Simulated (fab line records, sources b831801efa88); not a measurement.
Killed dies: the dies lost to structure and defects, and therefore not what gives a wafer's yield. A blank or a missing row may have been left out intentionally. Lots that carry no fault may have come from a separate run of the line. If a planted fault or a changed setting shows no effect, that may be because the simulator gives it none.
fab line records	flow sfq-line
record: lots: 14	wafers: 42	last-day: 100
route steps=325 shown L0V@21 M0@41 I3@133
lots with no fault: from the same line, run without faults
start-h: hours from the record's opening day to when the first of the lot's shown wafers began	wait-h: time in hours since the lot's previous step	" identical to the entry in the row above	L1.1+2: several wafers, shown together as one row	- no value, or no start was given	* or withheld: withheld	< > ~ a bound
route shown NAME@n: names a module that has steps shown in the file, with the first one's number in the route	usual: the fault-free wafers' mean and standard deviation	same: alike in all rows	chamber/n: place in a boat	sites: the reading at each site	_std_site: standard deviation across them	_edge_site: mean of outer sites minus mean of inner sites	radius-mm: for every site, how far away it sits from the centre of the wafer	mask NAME#n: copy n	behind: the tool/chamber that last shaped the wafer	hold: why the lot was held/for how many hours/how that ended	device: names the non-switching transistor (n, p or np)	end of line: tests of these same wafers at the route's end	for a step that has no rows: nothing shown but its recipe	killed: at the first sort, the dies lost to defects and structure; wafer yield is something else	map: the dies of a wafer, with x for killed, . for not killed, _ for no die there
set.NAME: the setting the step ran with; set.NAME@STEP: the setting that earlier step ran with	model.NAME: the simulator's own value behind a step, which no gauge read
steps of the route over a sample of lots; a table a step, a row a wafer
services: from which hour (start-h, from the record's first day; less than 0 if before it) a tool's chamber was out of use, for how many hours, and why
== steps ==
step: SFQ_TRILAYER_L0_VIA_LITHO_PEB_016
recipe: peb-temp-c: 115	peb-time-s: 60	resist: KrF
usual: heater-power-total-W: 79.15/0.074	plate-temp-C: 115.00/0.13
lot.wafer	tool	chamber	start-h	wait-h	heater-power-total-W	plate-temp-C
L637.1	litho-track-01	0	185.90	1.0	79.23	115.12
L637.3	"	0	"	"	79.15	115.07
L637.5	"	0	"	"	79.17	115.20
L638.2	litho-track-03	0	190.72	0.8	79.19	115.02
L638.4	"	0	"	"	79.16	115.05
L638.6	"	0	"	"	79.23	115.10
L640.2	litho-track-04	0	206.32	0.8	79.04	115.11
L640.4	"	0	"	"	79.21	115.01
L640.6	"	0	"	"	79.05	115.00
L641.1	litho-track-03	0	219.50	1.0	79.24	114.90
L641.4	"	0	"	"	79.20	115.36
L641.5	"	0	"	"	79.16	115.00
L642.1	litho-track-03	0	229.10	1.0	79.16	114.98
L642.4	"	0	"	"	79.10	114.90
L642.5	"	0	"	"	79.15	114.95
L643.1	litho-track-01	0	235.10	1.0	79.14	115.06
L643.3	"	0	"	"	79.18	115.28
L643.5	"	0	"	"	79.18	115.32
L644.1	litho-track-01	0	239.90	1.0	79.01	114.91
L644.2	"	0	"	"	79.20	114.77
L644.4	"	0	"	"	79.09	115.00
L645.3	litho-track-01	0	244.75	0.7	79.19	115.01
L645.4	"	0	"	"	79.06	115.01
L645.6	"	0	"	"	79.21	114.94
L646.1	litho-track-03	0	253.10	1.0	79.24	114.75
L646.3	"	0	"	"	79.01	114.88
L646.5	"	0	"	"	79.22	114.94
L650.1	litho-track-01	0	275.99	1.0	79.97	116.10
L650.2	"	0	"	"	79.95	116.06
L650.5	"	0	"	"	80.03	115.97
L651.2	litho-track-01	0	285.96	0.8	79.97	115.80
L651.3	"	0	"	"	79.82	115.81
L651.4	"	0	"	"	79.82	115.55
L654.3	litho-track-03	0	312.51	0.7	79.08	115.10
L654.5	"	0	"	"	79.05	115.12
L654.6	"	0	"	"	79.17	115.02
L658.1	litho-track-01	0	347.41	1.0	79.17	114.94
L658.4	"	0	"	"	79.07	114.96
L658.5	"	0	"	"	79.15	114.81
L659.1	litho-track-01	0	350.65	1.0	79.19	114.76
L659.3	"	0	"	"	79.03	114.94
L659.6	"	0	"	"	79.19	115.12
step: SFQ_TRILAYER_M0_STRIP_STRIP_025
recipe: gas: O2	power-w: 200	platen-temp-c: 40	overash-fraction: 0.65	chemistry: O2	pressure-mtorr: 50
usual: drypump-motor-current-A: 6.0/0.46	oes-product-au: 1.003/0.0091
lot.wafer	tool	chamber	start-h	wait-h	drypump-motor-current-A	oes-product-au	rf-hours-counter-h
L637.1	rie-metal-04	0	298.46	0.1	6.7	1.002	101
L637.3	"	1	"	"	6.1	1.003	-
L637.5	"	0	"	"	6.7	1.002	-
L638.2	rie-metal-03	1	308.06	0.1	5.3	0.994	22
L638.4	"	0	"	"	6.0	1.015	-
L638.6	"	1	"	"	5.2	0.991	-
L640.2	rie-metal-04	0	332.81	0.1	6.7	1.014	105
L640.4	"	0	"	"	6.7	1.002	-
L640.6	"	1	"	"	6.1	1.018	-
L641.1	rie-metal-03	1	342.41	0.1	5.3	0.993	26
L641.4	"	1	"	"	5.3	1.005	-
L641.5	"	1	"	"	5.2	0.990	-
L642.1	rie-metal-03	1	354.83	0.1	5.3	0.992	28
L642.4	"	0	"	"	6.0	1.022	-
L642.5	"	1	"	"	5.2	0.996	-
L643.1	rie-metal-01	1	360.77	0.1	5.5	0.995	117
L643.3	"	0	"	"	5.9	1.006	-
L643.5	"	0	"	"	5.8	1.013	-
L644.1	rie-metal-01	0	365.57	0.1	5.8	1.003	5
L644.2	"	1	"	"	5.5	0.996	118
L644.4	"	0	"	"	5.8	1.005	-
L645.3	rie-metal-01	0	373.07	0.2	5.8	0.995	-
L645.4	"	1	"	"	5.5	0.989	-
L645.6	"	1	"	"	5.5	0.978	-
L646.1	rie-metal-04	0	381.27	0.1	6.7	1.004	116
L646.3	"	1	"	"	6.1	0.995	-
L646.5	"	0	"	"	6.7	1.002	-
L650.1	rie-metal-04	0	399.27	0.1	6.7	1.004	118
L650.2	"	1	"	"	6.1	1.014	3
L650.5	"	1	"	"	6.1	1.005	-
L651.2	rie-metal-04	0	408.99	0.1	6.7	1.009	119
L651.3	"	0	"	"	6.7	1.010	-
L651.4	"	1	"	"	6.1	1.006	-
L654.3	rie-metal-04	1	428.39	0.2	6.1	1.003	-
L654.5	"	1	"	"	6.1	1.005	-
L654.6	"	0	"	"	6.7	1.007	-
L658.1	rie-metal-01	0	466.27	0.1	5.8	1.007	18
L658.4	"	1	"	"	5.5	0.985	-
L658.5	"	0	"	"	5.8	1.006	-
L659.1	rie-metal-04	0	472.62	0.1	6.7	0.996	129
L659.3	"	0	"	"	6.7	0.996	-
L659.6	"	1	"	"	6.1	1.005	-
step: SFQ_TRILAYER_I3_DEP_PECVD_081
recipe: material: SiO2	temp-c: 150	time-s: 111.11	pressure-torr: 2.4	rf-w: 183.3	precursor: SiH4/N2O	target-thk-nm: 500
usual: heater-power-outer-w: 30/8.7	heater-power-w: 83/14	showerhead-vpp-V: 834/37	throttle-valve-pct: 24.4/1.3
lot.wafer	tool	chamber	start-h	wait-h	heater-power-outer-w	heater-power-w	showerhead-vpp-V	throttle-valve-pct
L637.1	pecvd-01	0	1069.73	0.0	35	97	847	25.6
L637.3	"	2	"	"	29	78	878	25.5
L637.5	"	0	"	"	37	99	857	25.9
L638.2	pecvd-01	0	1075.39	0.0	40	109	843	25.9
L638.4	"	0	"	"	28	87	874	26.1
L638.6	"	2	"	"	30	78	890	25.7
L640.2	pecvd-02	2	1088.59	0.0	44	105	783	23.3
L640.4	"	2	"	"	31	90	769	23.8
L640.6	"	0	"	"	16	66	811	23.8
L641.1	pecvd-04	2	1102.04	0.0	30	88	786	22.0
L641.4	"	1	"	"	14	59	839	23.7
L641.5	"	2	"	"	31	89	791	22.1
L642.1	pecvd-01	2	1135.97	0.0	28	77	902	25.6
L642.4	"	0	"	"	27	89	859	26.0
L642.5	"	2	"	"	30	80	898	25.4
L643.1	pecvd-02	2	1143.11	0.0	35	95	769	23.9
L643.3	"	0	"	"	21	73	810	24.1
L643.5	"	2	"	"	37	98	758	23.6
L644.1	pecvd-01	2	1151.80	0.0	29	81	902	25.7
L644.2	"	1	"	"	35	89	837	25.4
L644.4	"	0	"	"	37	100	860	26.1
L645.3	pecvd-01	2	1167.34	0.0	25	75	902	25.7
L645.4	"	1	"	"	31	80	826	25.7
L645.6	"	0	"	"	33	94	857	26.4
L646.1	pecvd-04	0	1184.14	0.0	35	90	788	23.2
L646.3	"	1	"	"	14	59	864	23.6
L646.5	"	1	"	"	17	62	864	23.8
L650.1	pecvd-04	0	1204.80	0.0	44	105	791	23.0
L650.2	"	2	"	"	29	89	787	22.1
L650.5	"	1	"	"	24	71	859	23.4
L651.2	pecvd-02	2	1209.55	0.0	36	96	771	23.8
L651.3	"	0	"	"	14	64	820	24.1
L651.4	"	0	"	"	17	68	827	24.0
L654.3	pecvd-04	2	1233.34	0.0	19	76	806	22.0
L654.5	"	0	"	"	44	103	788	22.8
L654.6	"	2	"	"	23	77	805	22.1
L658.1	pecvd-04	0	1269.47	0.0	36	92	790	23.1
L658.4	"	1	"	"	23	72	848	23.9
L658.5	"	0	"	"	38	97	790	23.0
L659.1	pecvd-04	2	1410.07	0.0	27	86	808	22.4
L659.3	"	1	"	"	24	71	838	24.1
L659.6	"	2	"	"	29	84	802	22.5
step: SFQ_TRILAYER_I3_VIA_ETCH_VIA_ETCH_088
recipe: target: SiO2	stop-on: Nb	mask-material: PR	taper-deg: 20	chemistry: CHF3	target-depth-nm: 260	source-w: 500	bias-w: 80	pressure-mtorr: 30	time-s: withheld
usual: drypump-motor-current-A: 5.8/0.44	oes-product-au: 0.854/0.0056
lot.wafer	tool	chamber	start-h	wait-h	drypump-motor-current-A	oes-product-au
L637.1	rie-diel-03	1	1224.11	0.0	6.5	0.858
L637.3	"	2	"	"	5.5	0.844
L637.5	"	3	"	"	5.1	0.857
L638.2	rie-diel-03	1	1230.11	0.0	6.5	0.859
L638.4	"	0	"	"	5.5	0.853
L638.6	"	2	"	"	5.5	0.860
L640.2	rie-diel-04	3	1249.43	0.0	5.7	0.856
L640.4	"	0	"	"	6.2	0.864
L640.6	"	0	"	"	6.2	0.845
L641.1	rie-diel-03	1	1256.63	0.0	6.5	0.853
L641.4	"	0	"	"	5.4	0.861
L641.5	"	0	"	"	5.4	0.862
L642.1	rie-diel-02	0	1288.28	0.0	6.7	0.852
L642.4	"	3	"	"	5.5	0.847
L642.5	"	0	"	"	6.7	0.848
L643.1	rie-diel-04	0	1296.35	0.0	6.2	0.859
L643.3	"	1	"	"	6.0	0.852
L643.5	"	0	"	"	6.2	0.853
L644.1	rie-diel-03	0	1302.35	0.0	5.4	0.849
L644.2	"	2	"	"	5.5	0.853
L644.4	"	1	"	"	6.5	0.862
L645.3	rie-diel-02	1	1319.15	0.0	5.6	0.860
L645.4	"	0	"	"	6.7	0.855
L645.6	"	2	"	"	6.1	0.855
L646.1	rie-diel-04	3	1335.95	0.0	5.7	0.854
L646.3	"	1	"	"	6.0	0.853
L646.5	"	2	"	"	5.6	0.860
L650.1	rie-diel-02	3	1353.95	0.0	5.5	0.847
L650.2	"	2	"	"	6.1	0.844
L650.5	"	0	"	"	6.7	0.850
L651.2	rie-diel-02	1	1361.15	0.0	5.6	0.852
L651.3	"	3	"	"	5.5	0.848
L651.4	"	2	"	"	6.1	0.857
L654.3	rie-diel-03	3	1379.15	0.0	5.1	0.852
L654.5	"	3	"	"	5.1	0.857
L654.6	"	2	"	"	5.5	0.846
L658.1	rie-diel-03	3	1388.88	0.0	5.1	0.854
L658.4	"	0	"	"	5.5	0.862
L658.5	"	0	"	"	5.5	0.853
L659.1	rie-diel-04	2	1417.65	0.0	5.6	0.853
L659.3	"	1	"	"	6.0	0.852
L659.6	"	1	"	"	6.0	0.861
== services ==
tool	chamber	start-h	hours	kind
rie-metal-04	-	165.06	14.6	pm
rie-diel-03	-	193.97	15.6	pm
pecvd-04	0	221.87	21.1	repair
pecvd-04	1	225.89	4.2	repair
rie-metal-04	0	226.20	9.0	repair
pecvd-04	-	228.98	1.6	repair
rie-metal-04	1	233.73	3.3	repair
rie-metal-04	-	236.72	2.8	pm
rie-metal-04	1	268.63	4.9	repair
rie-diel-03	-	294.89	2.8	pm
rie-metal-04	-	301.20	1.9	repair
pecvd-04	1	326.84	5.5	repair
pecvd-04	-	391.66	1.1	repair
pecvd-04	-	421.29	0.9	repair
pecvd-04	1	429.20	5.9	repair
rie-metal-04	1	449.75	16.4	repair
rie-metal-04	-	516.01	0.2	repair
rie-metal-04	1	550.33	1.0	repair
rie-metal-04	-	643.40	0.5	repair
rie-metal-04	-	923.56	1.4	pm
rie-metal-04	-	1031.79	0.5	repair
rie-metal-04	1	1036.93	46.9	repair
rie-metal-04	-	1335.74	2.8	pm
rie-metal-04	0	1399.92	19.3	repair
== key ==
first-sign: step: SFQ_TRILAYER_L0_VIA_LITHO_PEB_016	reading: heater-power-total-W	direction: up	sigmas: 10	usual: 79.15	struck: 79.93
effect: step: SFQ_TRILAYER_L0_VIA_LITHO_PEB_016	reading: plate-temp-C	direction: up	sigmas: 6.7	usual: *	struck: *
met-at SFQ_TRILAYER_L0_VIA_LITHO_PEB_016
struck-lots L650,L651
not-acting-at SFQ_TRILAYER_M0_STRIP_STRIP_025,SFQ_TRILAYER_I3_DEP_PECVD_081,SFQ_TRILAYER_I3_VIA_ETCH_VIA_ETCH_088
onset-between 244.75 275.99
fault: kind: process-parameter-drift	tool: litho-track-01	chamber: -	onset-h: 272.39	steps: SFQ_TRILAYER_L0_VIA_LITHO_PEB_016	channel: peb-temp-c	offset: *	shape: step	end-h: 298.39	acts-in: *	stated: *
